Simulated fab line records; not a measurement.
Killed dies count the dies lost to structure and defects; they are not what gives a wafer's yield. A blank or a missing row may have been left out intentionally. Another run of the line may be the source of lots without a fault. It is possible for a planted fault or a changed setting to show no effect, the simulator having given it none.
Struck lot and sound lot, side by side ; flow sky130 ; 15 out of 708 route steps
Sound: these wafers, L891.4, L891.5, L891.6. Wafers L904.5, L904.6 were the ones struck. The cause comes at the end.
Order at every step that has rows: each side's tool, ch and its chambers, its first start. Under that, the readings that differ: sound wafers ; struck wafers ; difference of the means ; sigmas: that difference in standard deviations of wafers without a fault.
alike: same words and numbers on both sides, and readings whose means sit less than 2 such deviations apart. not compared: any withheld reading, any reading some wafer has no value for, any bound like >300 that may hide the same value, and any number with overlapping values for which the record gives no deviation.
Wherever a step has rows on one side only, a row that says differs or no value, or a row with sigmas, the two part there. When numbers do not overlap yet have no deviation, they are printed without sigmas and do not part them. Lack of a reading on every wafer of one side parts them only where that side has two or more wafers.

SKY_CONTACT_ETCH_17: etches SiO2 in C4F8/O2/Ar, stops on Si3N4, target depth 340 nm.
  sound on rie_diel-03 ch 1,2,3, day 32 01:40; struck on rie_diel-04 ch 2,3, day 36 13:37
  alike: bias_w, oes_product_au
SKY_CONTACT_ETCH_18: etches Si3N4 in CHF3/O2, stops on TiN, time 39 s, target depth 75 nm.
  sound: rie_diel-03 ch 1,2,3; struck: rie_diel-04 ch 2,3
  alike: O2_flow_sccm, bias_w, drypump_motor_current_A, oes_product_au, throttle_valve_pct
  not compared: rf_hours_counter_h
then, 4 steps without rows for these wafers: SKY_CONTACT_STRIP_19 (strips in O2/N2); SKY_CONTACT_STRIP_20 (strips in post etch residue remover, time 1200 s); SKY_CONTACT_CLEAN_21 (cleans in IPA, time 180 s); SKY_CONTACT_CLEAN_22 (cleans in O3/DIW).
SKY_CONTACT_SPUTTER_23: material TiN, target thk 20 nm, time 80 s.
  sound: pvd_sputter-03 at day 32 02:23; struck: pvd_sputter-02 at day 36 14:20
  alike: throttle_valve_pct
then, 1 step without rows for these wafers: SKY_CONTACT_CVD_24 (deposits W, target thk 340 nm, time 102.12 s).
SKY_CONTACT_RS_MEAS_25: measurement is done with a four-point probe.
  sound: film_metro-04 at day 32 02:37; struck: film_metro-04 at day 36 14:34
  alike: CONTACT_W_RS
SKY_CONTACT_THK_MEAS_26: measures by xrf.
  sound: film_metro-04 at day 32 02:42; struck: film_metro-04 at day 36 14:38
  alike: CONTACT_W_THK
SKY_CONTACT_CMP_27: polishes, stops on SiO2, t overpolish 15 s, target thk 0 nm.
  sound on cmp-01 ch 1,2,3, day 32 03:07; struck on cmp-01 ch 0,1, day 36 14:52
  alike: motor_current_A, overpolish_run_s, slurry_flow_ml_min, time_to_endpoint_s
SKY_METAL1_SPUTTER_00: material Ti, target thk 15 nm, time 10 s.
  sound: pvd_sputter-04 at day 32 03:19; struck: pvd_sputter-04 at day 36 14:58
  alike: throttle_valve_pct
SKY_METAL1_SPUTTER_01: material TiN, target thk 20 nm, time 16.7 s.
  sound: pvd_sputter-04 at day 32 03:20; struck: pvd_sputter-04 at day 36 14:59
reading;sound;struck;difference;sigmas
model.TiN_of_METAL1_SPUTTER_01.thk_nm (nm);20.05 19.92 20.33;21.75 22.03;+1.79;
  alike: throttle_valve_pct
then, 2 steps without rows for these wafers: SKY_METAL1_SPUTTER_02 (material AlCu, target thk 250 nm, time 13.3 s); SKY_PAD_OPEN_PROBE_99.

## WHERE THEY PART
Nowhere in this record.

WHY: what the simulator had put in
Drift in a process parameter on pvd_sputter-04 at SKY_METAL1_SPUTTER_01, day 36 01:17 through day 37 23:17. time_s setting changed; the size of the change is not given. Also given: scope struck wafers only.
